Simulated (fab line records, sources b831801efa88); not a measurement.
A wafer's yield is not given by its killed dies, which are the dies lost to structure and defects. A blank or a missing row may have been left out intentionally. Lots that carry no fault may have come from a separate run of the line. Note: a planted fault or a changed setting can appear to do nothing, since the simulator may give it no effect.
The tool behind it: which one? || flow sky130 || Sampling: 13 lots, 39 wafers, 5 of 708 route steps

WHAT THE GAUGES READ, wafer by wafer
SKY_POLY_GATE_THK_MEAS_01. Usual: for POLY_GATE_CVD_00_THK the level is 179.7 nm and the standard deviation is 1.5.
{"lot": "L914", "measured": "day 13 21:22", "on": "filmMetro-04", "POLY_GATE_CVD_00_THK (nm)": "178.6 178.1 179.2", "flag": ""}
{"lot": "L915", "measured": "day 14 10:11", "on": "filmMetro-02", "POLY_GATE_CVD_00_THK (nm)": "179.7 178.3 178.9", "flag": ""}
{"lot": "L916", "measured": "day 14 15:17", "on": "filmMetro-04", "POLY_GATE_CVD_00_THK (nm)": "178.9 178.8 178.3", "flag": ""}
{"lot": "L917", "measured": "day 15 04:02", "on": "filmMetro-01", "POLY_GATE_CVD_00_THK (nm)": "182.2 182.3 180.9", "flag": ""}
{"lot": "L919", "measured": "day 15 19:47", "on": "filmMetro-04", "POLY_GATE_CVD_00_THK (nm)": "181.2 181.5 180.0", "flag": ""}
{"lot": "L924", "measured": "day 18 14:31", "on": "filmMetro-02", "POLY_GATE_CVD_00_THK (nm)": "175.9 177.8 176.6", "flag": ""}
{"lot": "L925", "measured": "day 18 17:47", "on": "filmMetro-01", "POLY_GATE_CVD_00_THK (nm)": "181.5 180.5 180.9", "flag": ""}
{"lot": "L926", "measured": "day 18 17:47", "on": "filmMetro-02", "POLY_GATE_CVD_00_THK (nm)": "178.9 180.6 180.8", "flag": ""}
{"lot": "L928", "measured": "day 19 11:14", "on": "filmMetro-02", "POLY_GATE_CVD_00_THK (nm)": "179.5 180.6 180.6", "flag": ""}
{"lot": "L931", "measured": "day 20 05:40", "on": "filmMetro-01", "POLY_GATE_CVD_00_THK (nm)": "180.6 180.4 179.9", "flag": ""}
{"lot": "L935", "measured": "day 21 08:29", "on": "filmMetro-04", "POLY_GATE_CVD_00_THK (nm)": "179.7 179.0 179.2", "flag": ""}
{"lot": "L936", "measured": "day 21 19:19", "on": "filmMetro-02", "POLY_GATE_CVD_00_THK (nm)": "178.0 179.1 180.8", "flag": ""}
{"lot": "L937", "measured": "day 22 05:16", "on": "filmMetro-02", "POLY_GATE_CVD_00_THK (nm)": "178.1 177.2 178.3", "flag": ""}

SKY_POLY_GATE_THK_MEAS_04. Usual: for POLY_GATE_CVD_03_THK the level is 74.7 nm and the standard deviation is 0.63.
{"lot": "L914", "measured": "day 15 01:59", "on": "filmMetro-02", "POLY_GATE_CVD_03_THK (nm)": "73.9 74.6 74.2", "flag": ""}
{"lot": "L915", "measured": "day 15 15:50", "on": "filmMetro-01", "POLY_GATE_CVD_03_THK (nm)": "74.4 73.7 74.2", "flag": ""}
{"lot": "L916", "measured": "day 16 00:37", "on": "filmMetro-02", "POLY_GATE_CVD_03_THK (nm)": "74.5 74.1 74.9", "flag": ""}
{"lot": "L917", "measured": "day 16 10:35", "on": "filmMetro-01", "POLY_GATE_CVD_03_THK (nm)": "74.3 74.4 74.4", "flag": ""}
{"lot": "L919", "measured": "day 17 01:32", "on": "filmMetro-01", "POLY_GATE_CVD_03_THK (nm)": "74.5 75.1 75.2", "flag": ""}
{"lot": "L924", "measured": "day 19 22:52", "on": "filmMetro-04", "POLY_GATE_CVD_03_THK (nm)": "74.9 74.3 74.3", "flag": ""}
{"lot": "L925", "measured": "day 20 01:26", "on": "filmMetro-02", "POLY_GATE_CVD_03_THK (nm)": "74.1 74.5 74.1", "flag": ""}
{"lot": "L926", "measured": "day 20 03:50", "on": "filmMetro-04", "POLY_GATE_CVD_03_THK (nm)": "75.2 74.4 74.9", "flag": ""}
{"lot": "L928", "measured": "day 20 18:22", "on": "filmMetro-04", "POLY_GATE_CVD_03_THK (nm)": "76.1 75.9 76.1", "flag": ""}
{"lot": "L931", "measured": "day 21 13:41", "on": "filmMetro-01", "POLY_GATE_CVD_03_THK (nm)": "75.3 75.5 75.5", "flag": ""}
{"lot": "L935", "measured": "day 22 17:17", "on": "filmMetro-01", "POLY_GATE_CVD_03_THK (nm)": "74.8 74.4 74.3", "flag": ""}
{"lot": "L936", "measured": "day 23 02:56", "on": "filmMetro-04", "POLY_GATE_CVD_03_THK (nm)": "75.6 75.6 76.0", "flag": ""}
{"lot": "L937", "measured": "day 23 22:09", "on": "filmMetro-01", "POLY_GATE_CVD_03_THK (nm)": "74.8 74.7 73.9", "flag": ""}

SKY_POLY_GATE_CD_MEAS_13: target cd 150 nm. Usual: 149.7 nm for cdNm, sd 1.2.
{"lot": "L914", "measured": "day 16 05:34", "on": "cdSem-01", "cdNm (nm)": "149.2 147.9 149.3", "flag": ""}
{"lot": "L915", "measured": "day 16 20:07", "on": "cdSem-02", "cdNm (nm)": "147.6 148.8 149.2", "flag": ""}
{"lot": "L916", "measured": "day 17 05:04", "on": "cdSem-01", "cdNm (nm)": "148.7 149.5 150.4", "flag": ""}
{"lot": "L917", "measured": "day 17 14:56", "on": "cdSem-01", "cdNm (nm)": "149.8 149.0 150.2", "flag": ""}
{"lot": "L919", "measured": "day 18 05:37", "on": "cdSem-02", "cdNm (nm)": "148.1 147.8 148.8", "flag": ""}
{"lot": "L924", "measured": "day 21 05:15", "on": "cdSem-02", "cdNm (nm)": "147.7 149.9 149.3", "flag": ""}
{"lot": "L925", "measured": "day 21 08:10", "on": "cdSem-01", "cdNm (nm)": "151.5 152.0 150.4", "flag": ""}
{"lot": "L926", "measured": "day 21 09:46", "on": "cdSem-01", "cdNm (nm)": "148.0 148.5 148.4", "flag": ""}
{"lot": "L928", "measured": "day 22 01:12", "on": "cdSem-02", "cdNm (nm)": "147.6 149.4 147.9", "flag": ""}
{"lot": "L931", "measured": "day 22 20:07", "on": "cdSem-02", "cdNm (nm)": "150.4 151.3 149.6", "flag": ""}
{"lot": "L935", "measured": "day 23 22:56", "on": "cdSem-01", "cdNm (nm)": "150.1 149.9 149.8", "flag": ""}
{"lot": "L936", "measured": "day 24 07:27", "on": "cdSem-01", "cdNm (nm)": "149.4 149.4 150.2", "flag": ""}
{"lot": "L937", "measured": "day 25 04:08", "on": "cdSem-02", "cdNm (nm)": "149.0 147.2 149.1", "flag": ""}

TOOL THAT RAN EACH LOT (tool first, then ch and the chambers of the sampled wafers, then the start)
{"lot": "L914", "SKY_GATE_OXIDE_COAT_05": "lithoTrack-01 ch 0, day 13 04:11", "SKY_GATE_OXIDE_STRIP_13": "plasmaAsher-01 ch 0,1, day 13 17:00"}
{"lot": "L915", "SKY_GATE_OXIDE_COAT_05": "lithoTrack-03 ch 0, day 13 16:37", "SKY_GATE_OXIDE_STRIP_13": "plasmaAsher-03 ch 0,1, day 14 06:37"}
{"lot": "L916", "SKY_GATE_OXIDE_COAT_05": "lithoTrack-02 ch 0, day 13 21:39", "SKY_GATE_OXIDE_STRIP_13": "plasmaAsher-03 ch 0,1, day 14 11:43"}
{"lot": "L917", "SKY_GATE_OXIDE_COAT_05": "lithoTrack-01 ch 0, day 14 10:35", "SKY_GATE_OXIDE_STRIP_13": "plasmaAsher-01 ch 0,1, day 15 00:31"}
{"lot": "L919", "SKY_GATE_OXIDE_COAT_05": "lithoTrack-03 ch 0, day 15 01:11", "SKY_GATE_OXIDE_STRIP_13": "plasmaAsher-03 ch 0,1, day 15 15:34"}
{"lot": "L924", "SKY_GATE_OXIDE_COAT_05": "lithoTrack-03 ch 0, day 17 19:34", "SKY_GATE_OXIDE_STRIP_13": "plasmaAsher-03 ch 0,1, day 18 10:56"}
{"lot": "L925", "SKY_GATE_OXIDE_COAT_05": "lithoTrack-01 ch 0, day 17 22:32", "SKY_GATE_OXIDE_STRIP_13": "plasmaAsher-01 ch 0,1, day 18 13:26"}
{"lot": "L926", "SKY_GATE_OXIDE_COAT_05": "lithoTrack-03 ch 0, day 17 22:43", "SKY_GATE_OXIDE_STRIP_13": "plasmaAsher-01 ch 0,1, day 18 13:40"}
{"lot": "L928", "SKY_GATE_OXIDE_COAT_05": "lithoTrack-03 ch 0, day 18 16:01", "SKY_GATE_OXIDE_STRIP_13": "plasmaAsher-01 ch 0,1, day 19 08:17"}
{"lot": "L931", "SKY_GATE_OXIDE_COAT_05": "lithoTrack-02 ch 0, day 19 11:12", "SKY_GATE_OXIDE_STRIP_13": "plasmaAsher-03 ch 0,1, day 20 02:43"}
{"lot": "L935", "SKY_GATE_OXIDE_COAT_05": "lithoTrack-01 ch 0, day 20 13:58", "SKY_GATE_OXIDE_STRIP_13": "plasmaAsher-04 ch 0,1, day 21 05:32"}
{"lot": "L936", "SKY_GATE_OXIDE_COAT_05": "lithoTrack-02 ch 0, day 21 00:00", "SKY_GATE_OXIDE_STRIP_13": "plasmaAsher-01 ch 0,1, day 21 15:29"}
{"lot": "L937", "SKY_GATE_OXIDE_COAT_05": "lithoTrack-02 ch 0, day 21 09:14", "SKY_GATE_OXIDE_STRIP_13": "plasmaAsher-04 ch 0,1, day 22 01:13"}
- SKY_GATE_OXIDE_COAT_05: resist thk 1140 nm.
- SKY_GATE_OXIDE_STRIP_13: strips in O2/N2.

AS READ BY THE TOOLS THEMSELVES (means over the sampled wafers that have a number; for cases with no such wafer, the mark the record gives instead)
SKY_GATE_OXIDE_STRIP_13. Usual: drypumpMotorCurrentA 5.6 A, standard deviation 0.42; oesProductAu 0.716 a.u., standard deviation 0.0049; stripTimeToEndpointS 14.19 s, standard deviation 0.034.
{"lot": "L914", "tool": "plasmaAsher-01", "drypumpMotorCurrentA (A)": 5.9, "oesProductAu (a.u.)": 0.718, "stripTimeToEndpointS (s)": 14.20, "flag": ""}
{"lot": "L915", "tool": "plasmaAsher-03", "drypumpMotorCurrentA (A)": 5.5, "oesProductAu (a.u.)": 0.714, "stripTimeToEndpointS (s)": 14.15, "flag": ""}
{"lot": "L916", "tool": "plasmaAsher-03", "drypumpMotorCurrentA (A)": 5.3, "oesProductAu (a.u.)": 0.719, "stripTimeToEndpointS (s)": 14.21, "flag": ""}
{"lot": "L917", "tool": "plasmaAsher-01", "drypumpMotorCurrentA (A)": 6.0, "oesProductAu (a.u.)": 0.709, "stripTimeToEndpointS (s)": 14.20, "flag": ""}
{"lot": "L919", "tool": "plasmaAsher-03", "drypumpMotorCurrentA (A)": 5.5, "oesProductAu (a.u.)": 0.719, "stripTimeToEndpointS (s)": 14.19, "flag": ""}
{"lot": "L924", "tool": "plasmaAsher-03", "drypumpMotorCurrentA (A)": 5.2, "oesProductAu (a.u.)": 0.716, "stripTimeToEndpointS (s)": 14.14, "flag": ""}
{"lot": "L925", "tool": "plasmaAsher-01", "drypumpMotorCurrentA (A)": 6.0, "oesProductAu (a.u.)": 0.712, "stripTimeToEndpointS (s)": 14.20, "flag": ""}
{"lot": "L926", "tool": "plasmaAsher-01", "drypumpMotorCurrentA (A)": 5.9, "oesProductAu (a.u.)": 0.577, "stripTimeToEndpointS (s)": 9.02, "flag": "OFF"}
{"lot": "L928", "tool": "plasmaAsher-01", "drypumpMotorCurrentA (A)": 6.0, "oesProductAu (a.u.)": 0.643, "stripTimeToEndpointS (s)": 11.60, "flag": "OFF"}
{"lot": "L931", "tool": "plasmaAsher-03", "drypumpMotorCurrentA (A)": 5.3, "oesProductAu (a.u.)": 0.714, "stripTimeToEndpointS (s)": 14.18, "flag": ""}
{"lot": "L935", "tool": "plasmaAsher-04", "drypumpMotorCurrentA (A)": 5.5, "oesProductAu (a.u.)": 0.715, "stripTimeToEndpointS (s)": 14.21, "flag": ""}
{"lot": "L936", "tool": "plasmaAsher-01", "drypumpMotorCurrentA (A)": 5.8, "oesProductAu (a.u.)": 0.707, "stripTimeToEndpointS (s)": 14.18, "flag": ""}
{"lot": "L937", "tool": "plasmaAsher-04", "drypumpMotorCurrentA (A)": 5.5, "oesProductAu (a.u.)": 0.716, "stripTimeToEndpointS (s)": 14.19, "flag": ""}

THE ANSWER, worked out from the rows above alone
Rule: a lot counts as off when the mean over its wafers that have a number is more than 3 standard deviations away from the usual mean. A lot without any number at a reading at which 4 lots or more have one is off too. All remaining lots with rows at the step are treated as sound. The gauges are gone through in route order, then the tools' own readings, and for those a lot's mean is taken as printed above. At the first step where some lot is off, the reading lying furthest off is the one used; lots without a number count as furthest.
Off: L926, L928 (SKY_GATE_OXIDE_STRIP_13, stripTimeToEndpointS).
If a tool, at that step or one of the process steps before it, ran each lot that is off and ran no sound lot following the first of them, it fits. One fits: lithoTrack-03 at SKY_GATE_OXIDE_COAT_05. Its last sound lot is L924 (day 17 19:34), its first lot that is off L926 (day 17 22:43): a fault that began between those two fits.

WHAT HAD BEEN PUT IN BY THE SIMULATOR
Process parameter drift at SKY_GATE_OXIDE_COAT_05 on lithoTrack-03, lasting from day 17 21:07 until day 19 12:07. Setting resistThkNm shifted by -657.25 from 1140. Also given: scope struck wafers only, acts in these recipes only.
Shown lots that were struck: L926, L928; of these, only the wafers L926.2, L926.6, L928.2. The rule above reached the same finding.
